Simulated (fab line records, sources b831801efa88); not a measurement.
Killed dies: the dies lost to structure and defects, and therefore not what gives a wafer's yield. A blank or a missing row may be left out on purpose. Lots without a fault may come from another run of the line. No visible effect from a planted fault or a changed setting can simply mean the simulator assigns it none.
fab line records	flow sky130
record lots=7	wafers=18	last-day=50
route steps=708 shown VT_ADJUST_LVTN@109 VT_ADJUST_NCORE@119 PAD_OPEN@708
lots that met no fault: taken from a fault-free run of the same line
start-h: hours from the record's first day to the start of the lot's first wafer shown	wait-h: hours elapsed since this lot's preceding step	" same as the row above	L1.1+2: several wafers, shown together as one row	- either no value or no given start	* or withheld: withheld	< > ~ a bound
route shown NAME@n: NAME is a module with steps in the file, n the number in the route of the first one	usual: mean/standard deviation of fault-free wafers	same: alike in all rows	chamber/n: place in a boat	sites: per-site readings	_std_site: their standard deviation	_edge_site: the outer-site mean with the inner-site mean subtracted	radius-mm: how far each site lies from the wafer's centre	mask NAME#n: copy n	behind: the last tool/chamber to shape the wafer	hold: cause of the lot's hold/its duration in hours/its outcome	device: whichever transistor did not switch (one of n, p or np)	end of line: at the end of the route, the tests of the same wafers	where a step has no rows: the recipe by itself	killed: not the wafer's yield, but the dies lost to structure and defects at the first sort	map: a wafer's dies, x killed, . not, _ none there
set.NAME: the setting as run; set.NAME@STEP: as run at that earlier step	model.NAME: the simulator's own value behind a step, which no gauge read
lots seen at some steps along the route; tables by step, rows by wafer
services: a tool's chamber out of use, with start hour (start-h, from the record's first day; less than 0 if before it), hours out, and reason
## steps
# step SKY_VT_ADJUST_LVTN_HMDS_12
# recipe prime-time-s=60	prime-temp-c=120
# step SKY_VT_ADJUST_LVTN_COAT_13
# recipe resist=NOVOLAK	spin-rpm=3000	resist-thk-nm=1140
# step SKY_VT_ADJUST_LVTN_SOFTBAKE_14
# recipe temp-c=90	time-s=60	resist=NOVOLAK
# step SKY_VT_ADJUST_LVTN_EXPOSE_15
# recipe mask-id=HVN_STD_DERIVED	na=0.6	source-shape=conventional	sigma-outer=0.6	polarization=unpolarized	target-cd-nm=600	dose-mj=163
# step SKY_VT_ADJUST_LVTN_PEB_16
# recipe temp-c=withheld	time-s=*	resist=NOVOLAK
# step SKY_VT_ADJUST_LVTN_DEVELOP_17
# recipe resist=NOVOLAK	developer=TMAH	develop-time-s=60	dev-temp-c=23
# step SKY_VT_ADJUST_LVTN_OVL_MEAS_18
# usual VT_ADJUST_LVTN_01_OVL=-0.3/1.4
lot.wafer	tool	chamber	start-h	wait-h	VT_ADJUST_LVTN_01_OVL[nm]
L835.1	overlay-02	-	191.89	0.1	0.7
L835.5	"	-	"	"	-0.2
L835.6	"	-	"	"	0.3
L838.3	overlay-01	-	212.55	0.1	-1.1
L838.6	"	-	"	"	0.3
L839.3	overlay-02	-	218.50	0.1	-1.5
L839.6	"	-	"	"	-0.4
L840.3	overlay-01	-	231.47	0.1	-1.9
L840.5	"	-	"	"	-1.2
L850.1	overlay-01	-	307.81	0.1	0.5
L850.2	"	-	"	"	1.4
L850.4	"	-	"	"	1.1
L852.3	overlay-01	-	312.54	0.1	-0.1
L852.4	"	-	"	"	0.8
L852.6	"	-	"	"	-0.8
L853.1	overlay-01	-	316.16	0.1	1.2
L853.4	"	-	"	"	-0.2
L853.6	"	-	"	"	0.1
# step SKY_VT_ADJUST_LVTN_IMPLANT_19
# recipe species=B	energy-kev=30	dose-cm2=6.5e+11	tilt-deg=withheld
# step SKY_VT_ADJUST_LVTN_STRIP_20
# recipe chemistry=O2/N2	power-w=1400	pressure-mtorr=1500	platen-temp-c=withheld	o2-flow-sccm=3000	n2-flow-sccm=300	overash-fraction=0.5
# usual drypump-motor-current-A=5.8/0.61	oes-product-au=0.716/0.0044	strip-time-to-endpoint-s=14.19/0.05
# same overash-fraction=0.5
lot.wafer	tool	chamber	start-h	wait-h	drypump-motor-current-A	oes-product-au	rf-hours-counter-h	strip-time-to-endpoint-s
L835.1	plasma-asher-04	0	192.08	0.1	6.1	0.711	41	14.22
L835.5	"	0	"	"	6.1	0.709	-	14.22
L835.6	"	1	"	"	5.2	0.715	-	14.17
L838.3	plasma-asher-03	1	212.76	0.1	6.5	0.715	-	14.26
L838.6	"	0	"	"	5.2	0.721	-	14.21
L839.3	plasma-asher-03	0	218.71	0.1	5.2	0.711	-	14.23
L839.6	"	1	"	"	6.5	0.713	-	14.23
L840.3	plasma-asher-01	0	231.68	0.1	5.3	0.710	-	14.15
L840.5	"	1	"	"	6.5	0.722	-	14.22
L850.1	plasma-asher-01	0	307.99	0.1	5.3	0.713	61	14.16
L850.2	"	1	"	"	6.5	0.710	61	14.15
L850.4	"	0	"	"	5.3	0.714	-	14.15
L852.3	plasma-asher-01	0	312.75	0.1	5.3	0.719	-	14.20
L852.4	"	1	"	"	6.6	0.711	-	14.24
L852.6	"	0	"	"	5.3	0.721	-	14.19
L853.1	plasma-asher-04	0	316.34	0.1	6.1	0.723	53	14.17
L853.4	"	0	"	"	6.1	0.716	-	14.26
L853.6	"	1	"	"	5.2	0.713	-	14.17
# step SKY_VT_ADJUST_LVTN_TW_MEAS_21
# usual VT_ADJUST_LVTN_2_TW=186.8/1.6
lot.wafer	tool	chamber	start-h	wait-h	VT_ADJUST_LVTN_2_TW
L835.1	film-metro-04	-	192.18	0.1	183.7
L835.5	"	-	"	"	185.9
L835.6	"	-	"	"	186.0
L838.3	film-metro-01	-	212.85	0.1	189.3
L838.6	"	-	"	"	188.6
L839.3	film-metro-01	-	218.80	0.1	187.3
L839.6	"	-	"	"	187.6
L840.3	film-metro-01	-	231.76	0.1	187.7
L840.5	"	-	"	"	188.2
L850.1	film-metro-04	-	308.09	0.1	186.5
L850.2	"	-	"	"	186.7
L850.4	"	-	"	"	186.5
L852.3	film-metro-04	-	312.83	0.1	186.0
L852.4	"	-	"	"	186.0
L852.6	"	-	"	"	186.3
L853.1	film-metro-04	-	316.44	0.1	186.5
L853.4	"	-	"	"	186.8
L853.6	"	-	"	"	185.2
# step SKY_VT_ADJUST_NCORE_DEHYDRATE_00
# recipe temp-c=200	time-s=60
# step SKY_VT_ADJUST_NCORE_HMDS_01
# recipe prime-time-s=60	prime-temp-c=120
# step SKY_VT_ADJUST_NCORE_COAT_02
# recipe resist=NOVOLAK	spin-rpm=3000	resist-thk-nm=1140
lot.wafer	tool	chamber	start-h	wait-h	model.NOVOLAK_of_VT_ADJUST_NCORE_COAT_02.thk-nm
L835.1	litho-track-01	0	202.81	0.1	1143
L835.5	"	0	"	"	1141
L835.6	"	0	"	"	1145
L838.3	litho-track-01	0	224.01	0.1	1435
L838.6	"	0	"	"	1142
L839.3	litho-track-01	0	230.01	0.1	1438
L839.6	"	0	"	"	1146
L840.3	litho-track-01	0	242.61	0.1	1436
L840.5	"	0	"	"	1144
L850.1	litho-track-03	0	320.48	0.1	1137
L850.2	"	0	"	"	1139
L850.4	"	0	"	"	1142
L852.3	litho-track-04	0	326.11	0.1	1139
L852.4+6	"	0	"	"	1138
L853.1+4	litho-track-04	0	329.66	0.1	1138
L853.6	"	0	"	"	1142
# step SKY_VT_ADJUST_NCORE_SOFTBAKE_03
# recipe temp-c=90	time-s=60	resist=NOVOLAK
# step SKY_VT_ADJUST_NCORE_EXPOSE_04
# recipe mask-id=LVTN_COMPLEMENT_THIN	na=0.6	source-shape=conventional	sigma-outer=0.6	polarization=unpolarized	target-cd-nm=380	dose-mj=139
# step SKY_VT_ADJUST_NCORE_PEB_05
# recipe temp-c=withheld	time-s=*	resist=NOVOLAK
# step SKY_VT_ADJUST_NCORE_DEVELOP_06
# recipe resist=NOVOLAK	developer=TMAH	develop-time-s=60	dev-temp-c=23
lot.wafer	tool	chamber	start-h	wait-h	model.NOVOLAK_of_VT_ADJUST_NCORE_COAT_02.thk-nm
L835.1	litho-track-01	0	213.46	0.1	1143
L835.5	"	0	"	"	1141
L835.6	"	0	"	"	1144
L838.3	litho-track-03	0	234.53	0.1	1435
L838.6	"	0	"	"	1142
L839.3	litho-track-03	0	241.48	0.1	1438
L839.6	"	0	"	"	1146
L840.3	litho-track-03	0	254.33	0.1	1436
L840.5	"	0	"	"	1144
L850.1	litho-track-01	0	334.21	0.1	1137
L850.2	"	0	"	"	1138
L850.4	"	0	"	"	1141
L852.3+4+6	litho-track-03	0	339.63	0.1	1138
L853.1+4	litho-track-04	0	342.81	0.1	1137
L853.6	"	0	"	"	1141
# step SKY_VT_ADJUST_NCORE_CD_MEAS_07
# recipe target-cd-nm=380
# usual cd-nm=379.6/2.5
lot.wafer	tool	chamber	start-h	wait-h	cd-nm
L835.1	cd-sem-02	-	213.61	0.1	377.7
L835.5	"	-	"	"	377.4
L835.6	"	-	"	"	375.0
L838.3	cd-sem-01	-	234.67	0.1	355.6
L838.6	"	-	"	"	380.4
L839.3	cd-sem-01	-	241.62	0.1	356.1
L839.6	"	-	"	"	379.7
L840.3	cd-sem-01	-	254.47	0.1	350.0
L840.5	"	-	"	"	377.0
L850.1	cd-sem-02	-	334.36	0.1	384.9
L850.2	"	-	"	"	383.7
L850.4	"	-	"	"	383.3
L852.3	cd-sem-01	-	339.77	0.1	380.9
L852.4	"	-	"	"	383.2
L852.6	"	-	"	"	382.2
L853.1	cd-sem-02	-	342.96	0.1	380.1
L853.4	"	-	"	"	378.4
L853.6	"	-	"	"	378.6
# step SKY_VT_ADJUST_NCORE_OVL_MEAS_08
# usual VT_ADJUST_NCORE_OVL=0.0/1.2
lot.wafer	tool	chamber	start-h	wait-h	VT_ADJUST_NCORE_OVL[nm]
L835.1	overlay-02	-	213.73	0.1	1.2
L835.5	"	-	"	"	1.0
L835.6	"	-	"	"	-0.1
L838.3	overlay-02	-	234.76	0.1	-1.6
L838.6	"	-	"	"	-2.3
L839.3	overlay-01	-	241.71	0.1	2.2
L839.6	"	-	"	"	2.4
L840.3	overlay-02	-	254.56	0.1	-0.5
L840.5	"	-	"	"	-1.6
L850.1	overlay-01	-	334.48	0.1	-0.2
L850.2	"	-	"	"	1.6
L850.4	"	-	"	"	0.5
L852.3	overlay-01	-	339.86	0.1	1.0
L852.4	"	-	"	"	-0.8
L852.6	"	-	"	"	-0.9
L853.1	overlay-02	-	343.08	0.1	2.0
L853.4	"	-	"	"	0.2
L853.6	"	-	"	"	0.6
# step SKY_VT_ADJUST_NCORE_IMPLANT_09
# recipe species=B	energy-kev=10	dose-cm2=2.4e+12	tilt-deg=withheld
# step SKY_VT_ADJUST_NCORE_STRIP_10
# recipe chemistry=O2/N2	power-w=1400	pressure-mtorr=1500	platen-temp-c=withheld	o2-flow-sccm=3000	n2-flow-sccm=300	overash-fraction=0.5
# usual drypump-motor-current-A=5.7/0.55	oes-product-au=0.715/0.0049	strip-time-to-endpoint-s=14.20/0.039
# same overash-fraction=0.5
lot.wafer	tool	chamber	start-h	wait-h	drypump-motor-current-A	oes-product-au	rf-hours-counter-h	strip-time-to-endpoint-s
L835.1	plasma-asher-01	1	213.91	0.1	6.6	0.721	51	14.21
L835.5	"	0	"	"	5.3	0.713	-	14.19
L835.6	"	1	"	"	6.5	0.710	-	14.24
L838.3	plasma-asher-02	0	234.97	0.1	6.0	0.713	-	17.54
L838.6	"	0	"	"	6.0	0.718	-	14.20
L839.3	plasma-asher-04	1	242.03	0.1	5.2	0.721	-	17.55
L839.6	"	1	"	"	5.2	0.715	-	14.27
L840.3	plasma-asher-02	1	254.77	0.1	5.1	0.718	-	17.52
L840.5	"	1	"	"	5.2	0.712	-	14.22
L850.1	plasma-asher-01	1	334.66	0.1	6.5	0.727	63	14.16
L850.2	"	0	"	"	5.3	0.722	63	14.16
L850.4	"	1	"	"	6.6	0.716	-	14.19
L852.3	plasma-asher-04	0	340.07	0.1	6.1	0.708	-	14.15
L852.4	"	1	"	"	5.2	0.714	-	14.15
L852.6	"	0	"	"	6.2	0.714	-	14.15
L853.1	plasma-asher-02	0	343.26	0.1	6.0	0.712	66	14.15
L853.4	"	0	"	"	6.1	0.716	-	14.15
L853.6	"	0	"	"	6.0	0.715	-	14.21
# step SKY_VT_ADJUST_NCORE_TW_MEAS_11
# usual VT_ADJUST_NCORE_TW=217.8/2.7
lot.wafer	tool	chamber	start-h	wait-h	VT_ADJUST_NCORE_TW
L835.1	film-metro-03	-	214.01	0.1	214.5
L835.5	"	-	"	"	213.9
L835.6	"	-	"	"	214.9
L838.3	film-metro-04	-	235.05	0.1	218.9
L838.6	"	-	"	"	218.3
L839.3	film-metro-01	-	242.11	0.1	220.0
L839.6	"	-	"	"	220.7
L840.3	film-metro-04	-	254.85	0.1	217.1
L840.5	"	-	"	"	217.5
L850.1	film-metro-01	-	334.76	0.1	220.8
L850.2	"	-	"	"	220.2
L850.4	"	-	"	"	220.2
L852.3	film-metro-01	-	340.15	0.1	218.9
L852.4	"	-	"	"	219.3
L852.6	"	-	"	"	218.2
L853.1	film-metro-04	-	343.36	0.1	216.8
L853.4	"	-	"	"	217.1
L853.6	"	-	"	"	217.7
# step SKY_PAD_OPEN_PROBE_99
# usual killed_at_M0_to_M3=43/7.2	killed_at_M4_up=3.3/1.8	killed-at-contacts=23/5.5	killed-at-front-end=16/5.1	killed-at-other=0.4/0.65	killed-dies=85/10	killed-open=46/7.1	killed-short=38/7.2
# same gross-dies=492	killed-at-back-side=0
lot.wafer	tool	chamber	start-h	wait-h	killed_at_M0_to_M3	killed_at_M4_up	killed-at-contacts	killed-at-front-end	killed-at-other	killed-dies	killed-open	killed-short
L838.3	prober-01	-	1118.43	0.2	47	1	21	13	1	83	49	34
L839.3	prober-02	-	1123.08	0.2	41	3	17	25	1	87	42	41
L839.6	prober-02	-	1123.23	0.2	63	6	27	16	0	112	52	59
L840.3	prober-01	-	1135.69	0.2	37	2	29	3	1	72	45	27
L840.5	prober-01	-	1135.79	0.2	39	4	31	7	1	82	56	25
L850.4	prober-02	-	1189.50	0.2	34	2	21	19	0	76	47	27
# killed by level:class
L838.3 VIA1:geometric-particle:open=14 CONTACT:geometric-particle:open=10 CONTACT:geometric-particle:short=7 POLY_GATE:geometric-particle:open=6 VIA2:geometric-particle:open=6 VIA3:geometric-particle:open=6 METAL1:geometric-particle:short=4 VIA1:geometric-particle:short=4
L839.3 CONTACT:geometric-particle:open=10 METAL2:geometric-particle:short=8 VIA1:geometric-particle:short=6 VIA1:geometric-particle:open=6 FIELD_ISO:geometric-particle:short=5 VIA3:geometric-particle:open=5 FIELD_ISO:geometric-particle:open=4 POLY_GATE:geometric-particle:short=4
L839.6 LI_CONTACT:geometric-particle:open=12 VIA3:geometric-particle:open=11 METAL1:geometric-particle:short=9 METAL2:geometric-particle:short=8 VIA1:geometric-particle:open=7 CONTACT:geometric-particle:short=7 VIA2:geometric-particle:open=7 VIA3:geometric-particle:short=5
L840.3 CONTACT:geometric-particle:open=14 VIA3:geometric-particle:open=9 VIA1:geometric-particle:open=9 LI_CONTACT:geometric-particle:open=8 METAL2:geometric-particle:short=4 LOCAL_INTERCONNECT:geometric-particle:short=3 CONTACT:geometric-particle:short=3 METAL1:geometric-particle:short=3
L840.5 CONTACT:geometric-particle:open=18 VIA1:geometric-particle:open=11 LI_CONTACT:geometric-particle:open=7 METAL2:geometric-particle:short=6 VIA2:geometric-particle:open=6 VIA3:geometric-particle:open=6 LOCAL_INTERCONNECT:geometric-particle:short=4 POLY_GATE:geometric-particle:open=2
L850.4 VIA1:geometric-particle:open=15 CONTACT:geometric-particle:open=7 LI_CONTACT:geometric-particle:open=6 FIELD_ISO:geometric-particle:open=5 LOCAL_INTERCONNECT:geometric-particle:short=5 VIA2:geometric-particle:open=5 FIELD_ISO:geometric-particle:short=3 SPACER:geometric-particle:open=3
## services
tool	chamber	start-h	hours	kind
plasma-asher-04	-	186.13	0.6	repair
plasma-asher-03	-	187.49	3.5	repair
plasma-asher-03	-	189.19	2.4	repair
plasma-asher-04	-	192.27	1.3	repair
plasma-asher-04	-	197.83	4.3	repair
litho-track-04	-	288.35	-	consumable-replace:filter
plasma-asher-03	-	293.51	14.6	pm
plasma-asher-02	-	305.05	2.2	repair
plasma-asher-03	-	321.84	15.6	pm
## key
first-sign step=SKY_VT_ADJUST_NCORE_CD_MEAS_07	reading=cd-nm	direction=down	sigmas=10	usual=379.6	struck=353.9
effect step=SKY_VT_ADJUST_NCORE_STRIP_10	reading=strip-time-to-endpoint-s	direction=up	sigmas=86	usual=*	struck=*
model-effect step=SKY_VT_ADJUST_NCORE_COAT_02	value=NOVOLAK_of_VT_ADJUST_NCORE_COAT_02.thk-nm	without=1144	struck=1437
model-effect step=SKY_VT_ADJUST_NCORE_DEVELOP_06	value=NOVOLAK_of_VT_ADJUST_NCORE_COAT_02.thk-nm	without=1144	struck=1436
met-at SKY_VT_ADJUST_NCORE_COAT_02
struck-wafers L838.3,L839.3,L840.3
tester-left-out L838,L839,L840
onset-between 202.81 224.01
fault kind=process-parameter-drift	tool=litho-track-01	chamber=-	onset-h=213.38	steps=SKY_VT_ADJUST_NCORE_COAT_02	channel=resist-thk-nm	offset=291.09	shape=step	end-h=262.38	scope=struck-wafers-only	acts-in=these-recipes-only	stated=1140
# tester-left-out: of these lots the tester's yield and bins aren't shown, on N5 and GAA mostly nor the transistor test; their killed dies are dies lost to structure and defects alone, not to doping, threshold or leakage, so they don't give the yield
